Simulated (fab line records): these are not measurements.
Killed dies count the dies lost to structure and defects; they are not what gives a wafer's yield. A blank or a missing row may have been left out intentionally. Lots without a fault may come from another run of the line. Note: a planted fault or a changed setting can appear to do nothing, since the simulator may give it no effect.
Struck lot and sound lot, side by side | flow gf180mcu | 17 out of 602 route steps
Sound: the wafers L815.3, L815.4, L815.6. Struck: wafers L819.1, L819.5. (L819.2 of the same lot was not struck and is left out.) The cause comes at the end.
Each step with rows lists, per side, the tool, then ch with its chambers, then its first start. Under that, the readings that differ: sound wafers | struck wafers | difference of the means | sigmas: that difference in standard deviations of wafers without a fault.
alike: readings with means less than 2 such deviations apart, plus words and numbers identical on both sides. not compared: withheld readings, readings lacking a value on some wafer, bounds such as >300 that could conceal the same value, and numbers that have no deviation in the record and whose values overlap.
Wherever a step has rows on one side only, a row that says differs or no value, or a row with sigmas, the two part there. When numbers do not overlap yet have no deviation, they are printed without sigmas and do not part them. Lack of a reading on every wafer of one side parts them only where that side has two or more wafers.

first, 4 steps without rows for these wafers: GF_M3_SOFTBAKE_10 (time 60 s); GF_M3_EXPOSE_11 (exposes mask Metal3, target cd 280 nm); GF_M3_PEB_12 (peb time 90 s); GF_M3_DEVELOP_13 (develop time 60 s).
GF_M3_CD_MEAS_14: the cd target is 280 nm.
  sound on cdSem-02, day 22 04:02; struck on cdSem-01, day 23 16:53
  alike: cdNm
GF_M3_OVL_MEAS_15:
  sound on overlay-02, day 22 04:07; struck on overlay-01, day 23 17:01
  alike: M3_OVL
GF_M3_METAL_ETCH_16: etches the open film in Cl2/BCl3, stops on SiO2, target depth 627.5 nm, time 104.6 s.
  sound on rieMetal-04 ch 0,1, day 22 04:11; struck on rieMetal-01 ch 0, day 23 17:03
  alike: drypumpMotorCurrentA, oesProductAu, throttleValvePct
  not compared: rfHoursCounterH
GF_M3_STRIP_17: strips in O2/N2.
  sound on plasmaAsher-01 ch 0,1, day 22 04:17; struck on plasmaAsher-01 ch 0, day 23 17:10
  alike: drypumpMotorCurrentA, heaterPowerW, oesProductAu, stripTimeToEndpointS
  not compared: rfHoursCounterH
then, 3 steps without rows for these wafers: GF_M3_STRIP_18 (strips in post etch residue remover, time 1200 s); GF_M3_CLEAN_19 (cleans in DIW); GF_V3_CVD_00 (deposits SiO2, target thk 600 nm, time 100 s).
GF_V3_THK_MEAS_01:
  sound on filmMetro-01, day 22 04:53; struck on filmMetro-01, day 23 17:46
reading            | sound       | struck  | difference | sigmas
V3_CVD_00_THK (nm) | 584 589 583 | 608 610 | +24        | +3
GF_V3_CVD_02: deposits SiO2 from TEOS, target thk 850 nm, time 94.851 s.
  sound on pecvd-03 ch 1,2, day 22 04:55; struck on pecvd-02 ch 1, day 23 17:50
reading                            | sound             | struck      | difference | sigmas
runLengthS (s)                     | 122.8 122.6 123.1 | 113.6 113.4 | -9.3       | -18
model.SiO2_of_V3_CVD_02.thkNm (nm) | 844.1 868.1 878.2 | 789.9 786.5 | -75.3      | 
  alike: heaterPowerW
GF_V3_THK_MEAS_03:
  sound on filmMetro-03, day 22 05:01; struck on filmMetro-01, day 23 17:56
reading            | sound       | struck  | difference | sigmas
V3_CVD_02_THK (nm) | 844 868 878 | 790 787 | -75        | -7
GF_V3_CMP_04: polishes SiO2.
  sound on cmp-01 ch 2,3, day 22 05:03; struck on cmp-02 ch 0,3, day 23 18:05
reading             | sound    | struck | difference | sigmas
timeToEndpointS (s) | 78 93 96 | 63 61  | -27        | -5
  alike: motorCurrentA, platenRpm
GF_V3_BOW_MEAS_05:
  sound on filmMetro-02, day 22 05:23; struck on filmMetro-03, day 23 18:17
  alike: V3_BOW
next, for these wafers, 1 step has no rows: GF_PASSIVATION_PROBE_99.

## WHERE THEY PART
First at GF_V3_THK_MEAS_01; last, within this record, at GF_V3_CMP_04. Later steps at which nothing parts them and some readings are alike: GF_V3_BOW_MEAS_05.

WHY: the cause the simulator had injected
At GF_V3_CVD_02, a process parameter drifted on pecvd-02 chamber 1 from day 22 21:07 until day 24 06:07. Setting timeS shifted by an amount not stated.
